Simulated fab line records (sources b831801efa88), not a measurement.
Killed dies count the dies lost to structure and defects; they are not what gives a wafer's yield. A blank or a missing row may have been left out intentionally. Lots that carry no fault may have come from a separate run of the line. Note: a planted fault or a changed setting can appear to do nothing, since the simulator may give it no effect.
Matching of chambers :: flow gf180mcu :: GF_V3_CVD_02 on pecvd-03 has 3 sister chambers
The step deposits SiO2 from TEOS, target thk 850 nm, time 94.851 s. 3 wafers are shown with their chamber, then 7 later ones without.

== EACH WAFER AND ITS CHAMBER ==
wafer: L081.4
chamber: 2
heater power w (W): 604

wafer: L083.2
chamber: 0
heater power w (W): 744

wafer: L083.5
chamber: 1
heater power w (W): 675

== WAFERS MISSING THEIR CHAMBER ==
wafer: L083.6
heater power w (W): 630

wafer: L088.1
heater power w (W): 737

wafer: L088.3
heater power w (W): 675

wafer: L088.5
heater power w (W): 806

wafer: L092.2
heater power w (W): 708

wafer: L092.4
heater power w (W): 555

wafer: L092.6
heater power w (W): 607

== THE CHAMBER EACH PASSED THROUGH ==
wafer: L083.6
from the rows above: can't be placed: 2 or 1
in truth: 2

wafer: L088.1
from the rows above: can't be placed: 0 or 1
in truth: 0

wafer: L088.3
from the rows above: 1
in truth: 1

wafer: L088.5
from the rows above: 0
in truth: 0

wafer: L092.2
from the rows above: can't be placed: 1 or 0
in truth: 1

wafer: L092.4
from the rows above: 2
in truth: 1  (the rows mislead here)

wafer: L092.6
from the rows above: can't be placed: 2 or 1
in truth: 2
Correct placement for 2 of the 7. Unplaceable from these rows: 4, with the true chamber sitting among the candidates in 4. 1 placed wrongly.
How it was worked out, from the rows above alone: a wafer's distance from a chamber is the root of the sum, over the readings, of the square of ((its reading less the chamber's mean) divided by the reading's scatter). The wafer belongs to the nearest chamber; if the next one is less than 2 further off, it can't be placed. The mean given for a chamber averages the wafers shown for that chamber. The scatter: with one shown wafer a chamber, the root of the mean of the squares of how far each hidden wafer lies from its nearest shown one.
